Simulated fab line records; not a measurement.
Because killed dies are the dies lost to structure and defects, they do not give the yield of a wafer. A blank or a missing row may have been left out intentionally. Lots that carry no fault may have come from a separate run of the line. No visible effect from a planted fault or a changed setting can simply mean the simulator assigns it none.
Matching of chambers || flow sfqLine || pecvd-04 running SFQ_TRILAYER_A5B_DEP_PECVD_129: 3 sister chambers
The step deposits SiO2 from SiH4/N2O, time 133.33 s, target thk 600 nm. 3 wafers are shown with their chamber, then 7 later ones without.

## WAFERS, EACH WITH ITS CHAMBER
{"wafer": "L875.1", "chamber": 0, "throttleValvePct (%)": 24.8}
{"wafer": "L879.6", "chamber": 1, "throttleValvePct (%)": 25.8}
{"wafer": "L887.5", "chamber": 2, "throttleValvePct (%)": 25.6}

## WAFERS WITHOUT THEIR CHAMBER
{"wafer": "L887.6", "throttleValvePct (%)": 25.9}
{"wafer": "L889.1", "throttleValvePct (%)": 25.6}
{"wafer": "L889.2", "throttleValvePct (%)": 24.9}
{"wafer": "L889.5", "throttleValvePct (%)": 25.8}
{"wafer": "L893.2", "throttleValvePct (%)": 24.7}
{"wafer": "L893.5", "throttleValvePct (%)": 25.5}
{"wafer": "L893.6", "throttleValvePct (%)": 26.2}

## THE CHAMBER EACH PASSED THROUGH
{"wafer": "L887.6", "from the rows above": "can't be placed: 1 or 2", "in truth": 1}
{"wafer": "L889.1", "from the rows above": "can't be placed: 2 or 1", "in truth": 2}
{"wafer": "L889.2", "from the rows above": 0, "in truth": 0}
{"wafer": "L889.5", "from the rows above": "can't be placed: 1 or 2", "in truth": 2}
{"wafer": "L893.2", "from the rows above": 0, "in truth": 0}
{"wafer": "L893.5", "from the rows above": "can't be placed: 2 or 1", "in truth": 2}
{"wafer": "L893.6", "from the rows above": "can't be placed: 1 or 2", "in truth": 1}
2 of 7 placed correctly. From these rows, 5 cannot be placed; in 5 the true chamber is one of the candidates. Number placed wrongly: 0.
How it was worked out, from the rows above alone: a wafer's distance from a chamber is the root of the sum, over the readings, of the square of ((its reading less the chamber's mean) divided by the reading's scatter). The wafer belongs to the nearest chamber; if the next one is less than 2 further off, it can't be placed. For every chamber, the mean is computed from those of its wafers that are shown. The scatter: with one shown wafer a chamber, the root of the mean of the squares of how far each hidden wafer lies from its nearest shown one.
